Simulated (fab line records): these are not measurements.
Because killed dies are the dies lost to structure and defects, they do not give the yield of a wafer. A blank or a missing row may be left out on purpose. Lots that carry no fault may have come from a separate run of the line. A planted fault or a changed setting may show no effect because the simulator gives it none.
The tool behind it: which one? :: flow gf180mcu :: Sampling: 13 lots, 39 wafers, 4 of 602 route steps

WHAT THE GAUGES SHOWED, per wafer
GF_HV_LDD_OVL_MEAS_47. Usual: for HV_LDD_03_OVL the level is -0.3 nm and the standard deviation is 1.3.
lot: L129
measured: day 12 02:37
on: overlay-02
HV_LDD_03_OVL (nm): -2.5 -0.5 -1.8
flag: 

lot: L130
measured: day 12 17:40
on: overlay-01
HV_LDD_03_OVL (nm): 1.1 1.1 1.2
flag: 

lot: L131
measured: day 13 01:31
on: overlay-01
HV_LDD_03_OVL (nm): 0.8 1.2 -0.3
flag: 

lot: L132
measured: day 13 05:19
on: overlay-02
HV_LDD_03_OVL (nm): -1.9 0.4 0.5
flag: 

lot: L135
measured: day 14 03:48
on: overlay-01
HV_LDD_03_OVL (nm): 0.4 0.5 -1.8
flag: 

lot: L136
measured: day 14 22:04
on: overlay-02
HV_LDD_03_OVL (nm): -2.6 -1.4 -0.7
flag: 

lot: L137
measured: day 15 00:21
on: overlay-01
HV_LDD_03_OVL (nm): -1.4 -0.5 -2.1
flag: 

lot: L138
measured: day 15 07:04
on: overlay-02
HV_LDD_03_OVL (nm): 0.7 0.2 0.2
flag: 

lot: L141
measured: day 16 05:36
on: overlay-02
HV_LDD_03_OVL (nm): -0.7 0.4 1.6
flag: 

lot: L145
measured: day 17 16:13
on: overlay-01
HV_LDD_03_OVL (nm): 177.3 175.2 177.8
flag: OFF

lot: L146
measured: day 18 03:15
on: overlay-01
HV_LDD_03_OVL (nm): 178.9 178.4 178.3
flag: OFF

lot: L147
measured: day 18 08:04
on: overlay-02
HV_LDD_03_OVL (nm): 176.4 176.8 176.9
flag: OFF

lot: L148
measured: day 18 20:22
on: overlay-01
HV_LDD_03_OVL (nm): 0.0 -1.6 -1.6
flag: 

GF_HV_LDD_THK_MEAS_57. Usual: for HV_LDD_CVD_56_THK the level is 89.6 nm and the standard deviation is 0.74.
lot: L129
measured: day 12 07:14
on: film metro-03
HV_LDD_CVD_56_THK (nm): 90.3 90.2 89.8
flag: 

lot: L130
measured: day 12 21:10
on: film metro-03
HV_LDD_CVD_56_THK (nm): 91.2 90.1 90.3
flag: 

lot: L131
measured: day 13 04:44
on: film metro-02
HV_LDD_CVD_56_THK (nm): 89.3 89.5 88.7
flag: 

lot: L132
measured: day 13 08:25
on: film metro-03
HV_LDD_CVD_56_THK (nm): 88.7 88.8 89.4
flag: 

lot: L135
measured: day 14 06:53
on: film metro-01
HV_LDD_CVD_56_THK (nm): 90.3 89.4 88.8
flag: 

lot: L136
measured: day 15 01:10
on: film metro-02
HV_LDD_CVD_56_THK (nm): 88.2 88.9 89.3
flag: 

lot: L137
measured: day 15 03:27
on: film metro-01
HV_LDD_CVD_56_THK (nm): 88.7 89.4 89.0
flag: 

lot: L138
measured: day 15 10:10
on: film metro-02
HV_LDD_CVD_56_THK (nm): 89.3 88.7 89.6
flag: 

lot: L141
measured: day 16 12:54
on: film metro-01
HV_LDD_CVD_56_THK (nm): 89.9 89.7 89.0
flag: 

lot: L145
measured: day 17 19:22
on: film metro-03
HV_LDD_CVD_56_THK (nm): 88.7 88.8 89.3
flag: 

lot: L146
measured: day 18 06:22
on: film metro-03
HV_LDD_CVD_56_THK (nm): 89.3 89.3 88.9
flag: 

lot: L147
measured: day 18 12:32
on: film metro-01
HV_LDD_CVD_56_THK (nm): 89.8 89.9 90.6
flag: 

lot: L148
measured: day 18 23:28
on: film metro-03
HV_LDD_CVD_56_THK (nm): 88.8 88.7 89.4
flag: 

GF_NSD_TW_MEAS_12. Usual: for NSD_TW the level is 4244 and the standard deviation is 35.
lot: L129
measured: day 13 03:41
on: film metro-03
NSD_TW: 4265 4281 4305
flag: 

lot: L130
measured: day 13 18:01
on: film metro-03
NSD_TW: 4330 4308 4284
flag: 

lot: L131
measured: day 14 02:04
on: film metro-04
NSD_TW: 4238 4208 4260
flag: 

lot: L132
measured: day 14 04:55
on: film metro-01
NSD_TW: 4258 4254 4259
flag: 

lot: L135
measured: day 15 04:29
on: film metro-03
NSD_TW: 4278 4284 4278
flag: 

lot: L136
measured: day 15 22:51
on: film metro-01
NSD_TW: 4288 4268 4271
flag: 

lot: L137
measured: day 16 01:14
on: film metro-04
NSD_TW: 4217 4231 4212
flag: 

lot: L138
measured: day 16 07:38
on: film metro-03
NSD_TW: 4290 4280 4295
flag: 

lot: L141
measured: day 17 11:18
on: film metro-04
NSD_TW: 4197 4230 4231
flag: 

lot: L145
measured: day 18 19:13
on: film metro-04
NSD_TW: 4257 4266 4252
flag: 

lot: L146
measured: day 19 06:16
on: film metro-01
NSD_TW: 4209 4212 4220
flag: 

lot: L147
measured: day 19 13:05
on: film metro-03
NSD_TW: 4255 4274 4273
flag: 

lot: L148
measured: day 19 22:53
on: film metro-04
NSD_TW: 4241 4233 4225
flag: 

WHAT TOOL EACH LOT RAN ON (gives the tool, then ch and the chambers of the sampled wafers, and finally the start)
lot: L129
GF_HV_LDD_EXPOSE_43: iline stepper-01 ch 0, day 11 16:46

lot: L130
GF_HV_LDD_EXPOSE_43: iline stepper-02 ch 0, day 12 08:29

lot: L131
GF_HV_LDD_EXPOSE_43: iline stepper-02 ch 0, day 12 15:10

lot: L132
GF_HV_LDD_EXPOSE_43: iline stepper-02 ch 0, day 12 19:33

lot: L135
GF_HV_LDD_EXPOSE_43: iline stepper-01 ch 0, day 13 17:38

lot: L136
GF_HV_LDD_EXPOSE_43: iline stepper-02 ch 0, day 14 11:14

lot: L137
GF_HV_LDD_EXPOSE_43: iline stepper-01 ch 0, day 14 13:26

lot: L138
GF_HV_LDD_EXPOSE_43: iline stepper-01 ch 0, day 14 20:29

lot: L141
GF_HV_LDD_EXPOSE_43: iline stepper-01 ch 0, day 15 18:53

lot: L145
GF_HV_LDD_EXPOSE_43: iline stepper-02 ch 0, day 17 04:41

lot: L146
GF_HV_LDD_EXPOSE_43: iline stepper-02 ch 0, day 17 16:00

lot: L147
GF_HV_LDD_EXPOSE_43: iline stepper-02 ch 0, day 17 20:53

lot: L148
GF_HV_LDD_EXPOSE_43: iline stepper-01 ch 0, day 18 08:31
- GF_HV_LDD_EXPOSE_43: exposes mask Pplus HV AREA, target cd 400 nm.

WHAT THE TOOLS THEMSELVES READ (means of the sampled wafers that have a number; where no wafer has one, the mark that the record gives instead)
GF_HV_LDD_EXPOSE_43. Usual: stage vel mm s 499.99 mm/s, standard deviation 0.25.
lot: L129
tool: iline stepper-01
stage vel mm s (mm/s): 500.27
flag: 

lot: L130
tool: iline stepper-02
stage vel mm s (mm/s): 500.11
flag: 

lot: L131
tool: iline stepper-02
stage vel mm s (mm/s): 500.07
flag: 

lot: L132
tool: iline stepper-02
stage vel mm s (mm/s): 500.06
flag: 

lot: L135
tool: iline stepper-01
stage vel mm s (mm/s): 500.23
flag: 

lot: L136
tool: iline stepper-02
stage vel mm s (mm/s): 500.22
flag: 

lot: L137
tool: iline stepper-01
stage vel mm s (mm/s): 499.97
flag: 

lot: L138
tool: iline stepper-01
stage vel mm s (mm/s): 500.12
flag: 

lot: L141
tool: iline stepper-01
stage vel mm s (mm/s): 499.88
flag: 

lot: L145
tool: iline stepper-02
stage vel mm s (mm/s): 499.94
flag: 

lot: L146
tool: iline stepper-02
stage vel mm s (mm/s): 500.17
flag: 

lot: L147
tool: iline stepper-02
stage vel mm s (mm/s): 500.01
flag: 

lot: L148
tool: iline stepper-01
stage vel mm s (mm/s): 499.92
flag: 

THE ANSWER, worked out from the rows above alone
Rule: take the mean of a lot's wafers that have a number; if it is more than 3 standard deviations from the usual mean, the lot is off. Also off: a lot with no number at a reading for which 4 or more lots have one. Any other lot the step has rows for is counted as sound. Order of review: gauges by route order, followed by the tools' own readings, for which a lot's mean as printed above is used. At the first step where some lot is off, the reading lying furthest off is the one used; lots without a number count as furthest.
Off: L145, L146, L147, seen at GF_HV_LDD_OVL_MEAS_47 (HV_LDD_03_OVL).
A tool fits if, at a process step before that reading, it ran every lot that is off, and no sound lot after the first of them. The gauges at GF_HV_LDD_OVL_MEAS_47 are tried like those tools. One candidate fits, namely iline stepper-02 at GF_HV_LDD_EXPOSE_43. Its last sound lot is L136 (day 14 11:14), its first lot that is off L145 (day 17 04:41): a fault that began between those two fits.

WHAT HAD BEEN PUT IN BY THE SIMULATOR
Scanner matching overlay: iline stepper-02, from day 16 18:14 on, at GF_HV_LDD_EXPOSE_43. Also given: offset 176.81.
Struck lots among those shown: L145, L146, L147. The rule above reached the same finding.
